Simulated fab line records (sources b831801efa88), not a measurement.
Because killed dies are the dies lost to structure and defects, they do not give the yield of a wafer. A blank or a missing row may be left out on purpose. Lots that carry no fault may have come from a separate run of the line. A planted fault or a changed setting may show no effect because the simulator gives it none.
2 desks, one fault | flow gf180mcu | every desk sees just its own numbers, and what lay behind them comes last

== THE METROLOGY DESK ==
What the gauges read, lot by lot, whatever tool the lot ran on: means of the sampled wafers that have a number. A lot is out of limits, marked OUT, if its mean lies more than 4 standard deviations from the usual mean; the brackets give that distance.
Columns: A = M2_ALCU_RS at GF_M2_RS_MEAS_05, usual 0.0693 ohm/sq; B = M2_ALCU_THK at GF_M2_THK_MEAS_06, usual 450 nm
lot  | first seen here | A                 | B
L866 | day 18 13:30    | 0.0691            | 446
L868 | day 19 09:50    | 0.0691            | 452
L870 | day 20 04:00    | 0.0689            | 455
L873 | day 21 14:59    | 0.0690            | 452
L876 | day 23 02:48    | 0.0688            | 456
L878 | day 23 09:42    | 0.0735 (+6.6) OUT | 428 (-4.6) OUT
L881 | day 24 04:06    | 0.0694            | 450
L882 | day 24 08:58    | 0.0701            | 444
L883 | day 25 02:32    | 0.0685            | 454
L887 | day 26 02:32    | 0.0689            | 452
L888 | day 26 03:51    | 0.0685            | 453
This desk reports L878 out of limits; the earliest was L878 at day 23 09:42 (M2_ALCU_RS at GF_M2_RS_MEAS_05). Within limits: L866, L868, L870, L873, L876, L881, L882, L883, L887, L888.

== TOOL OWNER'S DESK, pvd-sputter-03 ==
The tool's own readings at GF_M2_SPUTTER_02 (material AlCu, target thk 450 nm, time 23.9 s): means of the sampled wafers that have a number, for each lot that ran on this tool. A lot is out of limits, marked OUT, if its mean lies more than 4 standard deviations from the usual mean; the brackets give that distance.
Columns: A = throttle-valve-pct at GF_M2_SPUTTER_02, usual 29.9 %
lot  | first seen here | A
L868 | day 19 09:44    | 29.8
L870 | day 20 03:55    | 29.6
L878 | day 23 09:37    | 29.8
This desk's verdict: no lot among the 3 shows anything out of limits.

== PUT TOGETHER ==
The metrology desk could have raised an alarm at day 23 09:42, on L878.
The desk of the tool owner found nothing out of limits.
The tool owner's desk has L878 on record, within its limits.
GF_M2_SPUTTER_02 was run on pvd-sputter-03 by each of the lots named.

== WHAT THE SIMULATOR HAD PUT IN ==
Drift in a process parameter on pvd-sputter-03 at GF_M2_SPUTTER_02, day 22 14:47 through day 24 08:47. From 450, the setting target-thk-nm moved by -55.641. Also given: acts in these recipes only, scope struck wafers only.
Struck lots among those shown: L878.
Hours from the fault's start to each desk's first reading out of limits: the metrology desk, 19.
